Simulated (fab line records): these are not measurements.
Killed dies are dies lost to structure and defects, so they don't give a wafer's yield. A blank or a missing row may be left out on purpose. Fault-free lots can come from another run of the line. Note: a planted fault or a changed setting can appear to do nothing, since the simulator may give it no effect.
The tool behind it: which one?    flow sky130    36 wafers from 12 lots sampled at 4 of the route's 708 steps

WHAT THE GAUGES SHOWED, per wafer
SKY_LDD_HVP_TW_MEAS_10. Usual: LDD_HVP_TW gives 454.5 (standard deviation 2.9).
lot   measured      on             LDD_HVP_TW         flag
L989  day 18 17:28  film_metro-04  450.0 454.4 452.7  
L997  day 21 18:50  film_metro-04  455.3 453.8 451.2  
L999  day 21 20:41  film_metro-04  450.2 451.7 451.2  
L100  day 22 04:00  film_metro-03  458.5 460.2 459.1  
L101  day 22 13:21  film_metro-04  457.2 453.1 453.9  
L103  day 23 00:08  film_metro-03  456.8 455.4 458.0  
L106  day 24 08:39  film_metro-02  452.6 455.9 455.1  
L109  day 32 17:39  film_metro-04  454.2 453.1 452.4  
L107  day 32 19:55  film_metro-04  452.0 453.7 454.6  
L110  day 32 22:11  film_metro-03  457.8 457.4 459.7  
L111  day 32 22:40  film_metro-02  455.1 452.7 451.3  
L112  day 32 23:24  film_metro-04  453.3 453.8 453.7  

TOOL THAT RAN EACH LOT (tool first, then ch and the chambers of the sampled wafers, then the start)
lot   SKY_POLY_GATE_STRIP_18                SKY_LDD_HVP_DEVELOP_06             SKY_LDD_HVP_STRIP_09
L989  plasma_asher-02 ch 0,1, day 14 00:00  litho_track-03 ch 0, day 18 17:02  plasma_asher-04 ch 0,1, day 18 17:22
L997  plasma_asher-02 ch 0,1, day 16 13:23  litho_track-03 ch 0, day 21 18:25  plasma_asher-03 ch 0,1, day 21 18:43
L999  plasma_asher-04 ch 0, day 16 20:13    litho_track-04 ch 0, day 21 20:16  plasma_asher-03 ch 0,1, day 21 20:35
L100  plasma_asher-02 ch 0,1, day 17 01:42  litho_track-01 ch 0, day 22 03:34  plasma_asher-02 ch 0,1, day 22 03:54
L101  plasma_asher-03 ch 0,1, day 17 11:08  litho_track-04 ch 0, day 22 12:56  plasma_asher-04 ch 0,1, day 22 13:14
L103  plasma_asher-04 ch 0,1, day 17 21:39  litho_track-03 ch 0, day 22 23:41  plasma_asher-03 ch 0,1, day 23 00:02
L106  plasma_asher-04 ch 0,1, day 19 07:30  litho_track-01 ch 0, day 24 08:13  plasma_asher-03 ch 0,1, day 24 08:33
L109  plasma_asher-04 ch 0,1, day 27 20:39  litho_track-04 ch 0, day 32 17:14  plasma_asher-04 ch 0,1, day 32 17:32
L107  plasma_asher-03 ch 0,1, day 27 22:54  litho_track-01 ch 0, day 32 19:29  plasma_asher-03 ch 0,1, day 32 19:48
L110  plasma_asher-03 ch 0,1, day 27 23:30  litho_track-03 ch 0, day 32 21:46  plasma_asher-04 ch 0,1, day 32 22:04
L111  plasma_asher-04 ch 1, day 28 00:46    litho_track-01 ch 0, day 32 22:14  plasma_asher-03 ch 0,1, day 32 22:33
L112  plasma_asher-03 ch 0,1, day 28 01:53  litho_track-04 ch 0, day 32 22:59  plasma_asher-03 ch 0,1, day 32 23:17
- SKY_POLY_GATE_STRIP_18: strips in O2/N2.
- SKY_LDD_HVP_DEVELOP_06: develop time 60 s.
- SKY_LDD_HVP_STRIP_09: strips in O2/N2.

WHAT THE TOOLS THEMSELVES READ (means of the sampled wafers that have a number; where no wafer has one, the mark that the record gives instead)
SKY_POLY_GATE_STRIP_18. Usual: drypump_motor_current_A 5.89 A, standard deviation 0.18; oes_product_au 0.361 a.u., standard deviation 0.0046; strip_time_to_endpoint_s 3.18 s, standard deviation 0.04.
lot   tool             drypump_motor_current_A (A)  oes_product_au (a.u.)  strip_time_to_endpoint_s (s)  flag
L989  plasma_asher-02  5.97                         0.357                  3.18                          
L997  plasma_asher-02  5.97                         0.362                  3.19                          
L999  plasma_asher-04  5.56                         0.360                  3.15                          
L100  plasma_asher-02  5.99                         0.362                  3.19                          
L101  plasma_asher-03  5.94                         0.361                  3.26                          
L103  plasma_asher-04  5.78                         0.360                  3.19                          
L106  plasma_asher-04  5.76                         0.358                  3.18                          
L109  plasma_asher-04  5.77                         0.360                  3.21                          
L107  plasma_asher-03  6.05                         0.360                  3.21                          
L110  plasma_asher-03  6.05                         0.360                  3.14                          
L111  plasma_asher-04  5.91                         0.360                  3.21                          
L112  plasma_asher-03  5.93                         0.362                  3.16                          

SKY_LDD_HVP_DEVELOP_06. Usual: developer_temp_C 23.01 C, standard deviation 0.12; resist_line_temp_C 22.98 C, standard deviation 0.12.
lot   tool            developer_temp_C (C)  resist_line_temp_C (C)  flag
L989  litho_track-03  22.80                 23.11                   
L997  litho_track-03  22.86                 22.79                   
L999  litho_track-04  23.92                 22.81                   OFF
L100  litho_track-01  23.00                 22.99                   
L101  litho_track-04  24.07                 22.96                   OFF
L103  litho_track-03  23.01                 23.02                   
L106  litho_track-01  22.78                 22.94                   
L109  litho_track-04  22.92                 22.91                   
L107  litho_track-01  23.01                 23.15                   
L110  litho_track-03  23.07                 22.93                   
L111  litho_track-01  23.01                 22.99                   
L112  litho_track-04  23.00                 23.21                   

SKY_LDD_HVP_STRIP_09. Usual: drypump_motor_current_A 5.89 A, standard deviation 0.19; oes_product_au 0.409 a.u., standard deviation 0.0046; strip_time_to_endpoint_s 4.138 s, standard deviation 0.015.
lot   tool             drypump_motor_current_A (A)  oes_product_au (a.u.)  strip_time_to_endpoint_s (s)  flag
L989  plasma_asher-04  5.66                         0.411                  4.162                         
L997  plasma_asher-03  6.05                         0.409                  4.113                         
L999  plasma_asher-03  5.95                         0.409                  4.135                         
L100  plasma_asher-02  5.97                         0.409                  4.143                         
L101  plasma_asher-04  5.66                         0.415                  4.148                         
L103  plasma_asher-03  5.94                         0.404                  4.126                         
L106  plasma_asher-03  6.05                         0.410                  4.154                         
L109  plasma_asher-04  5.77                         0.413                  4.137                         
L107  plasma_asher-03  6.07                         0.411                  4.133                         
L110  plasma_asher-04  5.66                         0.410                  4.133                         
L111  plasma_asher-03  6.05                         0.409                  4.145                         
L112  plasma_asher-03  6.07                         0.412                  4.142                         

THE ANSWER, worked out from the rows above alone
Rule: lot off if the mean of its wafers having a number is beyond 3 standard deviations from the usual mean. Also off: a lot with no number at a reading for which 4 or more lots have one. Any other lot the step has rows for is counted as sound. The gauges are gone through in route order, then the tools' own readings, and for those a lot's mean is taken as printed above. At the first step where some lot is off, the reading lying furthest off is the one used; lots without a number count as furthest.
Off: L999, L101, at SKY_LDD_HVP_DEVELOP_06 (developer_temp_C).
If a tool, at that step or one of the process steps before it, ran each lot that is off and ran no sound lot following the first of them, it fits. No candidate that was tried fits.

WHAT THE SIMULATOR HAD PUT IN
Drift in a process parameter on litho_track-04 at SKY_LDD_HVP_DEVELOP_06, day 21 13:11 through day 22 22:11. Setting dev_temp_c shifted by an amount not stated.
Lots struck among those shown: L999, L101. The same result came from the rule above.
